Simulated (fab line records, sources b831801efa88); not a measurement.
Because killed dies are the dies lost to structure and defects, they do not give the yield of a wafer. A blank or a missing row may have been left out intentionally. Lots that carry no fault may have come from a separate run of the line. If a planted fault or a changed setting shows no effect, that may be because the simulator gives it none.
Split-lot experiment || flow sky130 || on a route of 708 steps: 5 lots, 23 wafers read

THE SPLIT ITSELF
At SKY_VIA1_HDPCVD_00 (deposits SiO2, target thk 1030 nm, time 171.7 s), the setting sih4_flow_sccm was moved away from the recipe's 60 sccm on 10 of the 23 wafers read, by -12.5% to +10.5%. The other wafers ran this setting at the recipe's value.

Split to reading: the file shows no intervening step.

THE READING
VIA1_HDPCVD_THK, in nm, at SKY_VIA1_THK_MEAS_01. Typical for fault-free wafers on this fab line: 1030 nm, with standard deviation 8.7 nm.

{"wafer": "L074.1", "tool, chamber at the split": "hdpcvd-02, 0", "sih4_flow_sccm as run, sccm": 52.49, "against the recipe": "-12.5%", "VIA1_HDPCVD_THK, nm": 916, "against lot-mates on the recipe": -118}
{"wafer": "L074.2", "tool, chamber at the split": "hdpcvd-02, 1", "sih4_flow_sccm as run, sccm": 60, "against the recipe": "recipe", "VIA1_HDPCVD_THK, nm": 1032, "against lot-mates on the recipe": "-"}
{"wafer": "L074.4", "tool, chamber at the split": "hdpcvd-02, 0", "sih4_flow_sccm as run, sccm": 60, "against the recipe": "recipe", "VIA1_HDPCVD_THK, nm": 1038, "against lot-mates on the recipe": "-"}
{"wafer": "L074.5", "tool, chamber at the split": "hdpcvd-02, 2", "sih4_flow_sccm as run, sccm": 52.49, "against the recipe": "-12.5%", "VIA1_HDPCVD_THK, nm": 915, "against lot-mates on the recipe": -119}
{"wafer": "L074.6", "tool, chamber at the split": "hdpcvd-02, 1", "sih4_flow_sccm as run, sccm": 60, "against the recipe": "recipe", "VIA1_HDPCVD_THK, nm": 1031, "against lot-mates on the recipe": "-"}
{"wafer": "L077.1", "tool, chamber at the split": "hdpcvd-02, 1,0", "sih4_flow_sccm as run, sccm": 65.43, "against the recipe": "+9.1%", "VIA1_HDPCVD_THK, nm": 1112, "against lot-mates on the recipe": "+68"}
{"wafer": "L077.2", "tool, chamber at the split": "hdpcvd-02, 2", "sih4_flow_sccm as run, sccm": 60, "against the recipe": "recipe", "VIA1_HDPCVD_THK, nm": 1040, "against lot-mates on the recipe": "-"}
{"wafer": "L077.3", "tool, chamber at the split": "hdpcvd-02, 1,0", "sih4_flow_sccm as run, sccm": 65.43, "against the recipe": "+9.1%", "VIA1_HDPCVD_THK, nm": 1138, "against lot-mates on the recipe": "+94"}
{"wafer": "L077.4", "tool, chamber at the split": "hdpcvd-02, 0", "sih4_flow_sccm as run, sccm": 65.43, "against the recipe": "+9.1%", "VIA1_HDPCVD_THK, nm": 1129, "against lot-mates on the recipe": "+86"}
{"wafer": "L077.6", "tool, chamber at the split": "hdpcvd-02, 2", "sih4_flow_sccm as run, sccm": 60, "against the recipe": "recipe", "VIA1_HDPCVD_THK, nm": 1047, "against lot-mates on the recipe": "-"}
{"wafer": "L083.4", "tool, chamber at the split": "hdpcvd-01, 1", "sih4_flow_sccm as run, sccm": 60, "against the recipe": "recipe", "VIA1_HDPCVD_THK, nm": 1036, "against lot-mates on the recipe": "-"}
{"wafer": "L083.5", "tool, chamber at the split": "hdpcvd-01, 0", "sih4_flow_sccm as run, sccm": 60, "against the recipe": "recipe", "VIA1_HDPCVD_THK, nm": 1047, "against lot-mates on the recipe": "-"}
{"wafer": "L083.6", "tool, chamber at the split": "hdpcvd-01, 1", "sih4_flow_sccm as run, sccm": 60, "against the recipe": "recipe", "VIA1_HDPCVD_THK, nm": 1042, "against lot-mates on the recipe": "-"}
{"wafer": "L081.1", "tool, chamber at the split": "hdpcvd-02, 2", "sih4_flow_sccm as run, sccm": 66.27, "against the recipe": "+10.5%", "VIA1_HDPCVD_THK, nm": 1141, "against lot-mates on the recipe": "+102"}
{"wafer": "L081.2", "tool, chamber at the split": "hdpcvd-02, 1", "sih4_flow_sccm as run, sccm": 66.27, "against the recipe": "+10.5%", "VIA1_HDPCVD_THK, nm": 1136, "against lot-mates on the recipe": "+98"}
{"wafer": "L081.4", "tool, chamber at the split": "hdpcvd-02, 2", "sih4_flow_sccm as run, sccm": 60, "against the recipe": "recipe", "VIA1_HDPCVD_THK, nm": 1035, "against lot-mates on the recipe": "-"}
{"wafer": "L081.5", "tool, chamber at the split": "hdpcvd-02, 0", "sih4_flow_sccm as run, sccm": 60, "against the recipe": "recipe", "VIA1_HDPCVD_THK, nm": 1042, "against lot-mates on the recipe": "-"}
{"wafer": "L081.6", "tool, chamber at the split": "hdpcvd-02, 1", "sih4_flow_sccm as run, sccm": 66.27, "against the recipe": "+10.5%", "VIA1_HDPCVD_THK, nm": 1134, "against lot-mates on the recipe": "+96"}
{"wafer": "L085.1", "tool, chamber at the split": "hdpcvd-01, 2", "sih4_flow_sccm as run, sccm": 55.81, "against the recipe": "-7.0%", "VIA1_HDPCVD_THK, nm": 952, "against lot-mates on the recipe": -63}
{"wafer": "L085.2", "tool, chamber at the split": "hdpcvd-01, 1", "sih4_flow_sccm as run, sccm": 60, "against the recipe": "recipe", "VIA1_HDPCVD_THK, nm": 1017, "against lot-mates on the recipe": "-"}
{"wafer": "L085.3", "tool, chamber at the split": "hdpcvd-01, 2", "sih4_flow_sccm as run, sccm": 55.81, "against the recipe": "-7.0%", "VIA1_HDPCVD_THK, nm": 945, "against lot-mates on the recipe": -70}
{"wafer": "L085.4", "tool, chamber at the split": "hdpcvd-01, 1", "sih4_flow_sccm as run, sccm": 60, "against the recipe": "recipe", "VIA1_HDPCVD_THK, nm": 1014, "against lot-mates on the recipe": "-"}
{"wafer": "L085.6", "tool, chamber at the split": "hdpcvd-01, 2", "sih4_flow_sccm as run, sccm": 60, "against the recipe": "recipe", "VIA1_HDPCVD_THK, nm": 1013, "against lot-mates on the recipe": "-"}
If several chambers appear in one row, that row covers several wafers at once and the file leaves open which wafer was in which chamber.

FIT RESULTS
A straight line over all 23 wafers: VIA1_HDPCVD_THK changes by +10.1 nm for each +1% of sih4_flow_sccm; r = +0.99; the points scatter about the line by 11 nm.
The same after taking each lot's own level away (the mean of its wafers on the recipe; 23 wafers): +9.37 nm for each +1%; r = +1.00; scatter 5.2 nm.
On that fit, the largest move of sih4_flow_sccm shifts the reading by 1.2e+02 nm.
Measured against the standard deviation above, the lots' own levels, which go from 1014.7 to 1043.5 nm, span 3.3 times it.
Consequently the slope shifts little with the lot-to-lot level, the two slopes agreeing.
Check: -118 nm against its lot-mates is what the line predicts for one of the wafers moved furthest among these (-12.5%) when that wafer is left out of the fit. Against them it came out at -118 nm.

THESE WAFERS: OTHER SPLITS
Before the reading, these wafers also passed through other splits. Each is held against what the fit with the lots' levels taken away leaves over:
{"other split on the same wafers": "SKY_LI_CONTACT_CVD_21 temp_c", "wafers away from the commonest value": 6, "r with VIA1_HDPCVD_THK (lot level and that fit taken away)": -0.01}
{"other split on the same wafers": "SKY_CONTACT_HDPCVD_02 time_s", "wafers away from the commonest value": 4, "r with VIA1_HDPCVD_THK (lot level and that fit taken away)": "+0.11"}
{"other split on the same wafers": "SKY_CONTACT_COAT_08 resist_thk_nm", "wafers away from the commonest value": 8, "r with VIA1_HDPCVD_THK (lot level and that fit taken away)": -0.30}
{"other split on the same wafers": "SKY_METAL1_SPUTTER_03 power_w", "wafers away from the commonest value": 8, "r with VIA1_HDPCVD_THK (lot level and that fit taken away)": "+0.19"}
{"other split on the same wafers": "SKY_METAL1_METAL_ETCH_19 over_etch_frac", "wafers away from the commonest value": 9, "r with VIA1_HDPCVD_THK (lot level and that fit taken away)": -0.13}

THE WHOLE CHAIN: every reading that the file lists as answering this split, in the file's order
{"step": "SKY_VIA1_HDPCVD_00", "what it does": "deposits SiO2, target thk 1030 nm, time 171.7 s", "reading": "SiO2_of_VIA1_HDPCVD_00.thk_nm (the simulator's own value, which no gauge read)", "change (the file's fit)": "+9.63 nm for each +1% of the setting", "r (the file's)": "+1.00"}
{"step": "SKY_VIA1_THK_MEAS_01", "what it does": "", "reading": "VIA1_HDPCVD_THK", "change (the file's fit)": "+9.37 for each +1% of the setting", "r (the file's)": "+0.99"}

FILE'S OWN FIT
VIA1_HDPCVD_THK changes by +9.37 nm for each +1% of sih4_flow_sccm, r = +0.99.
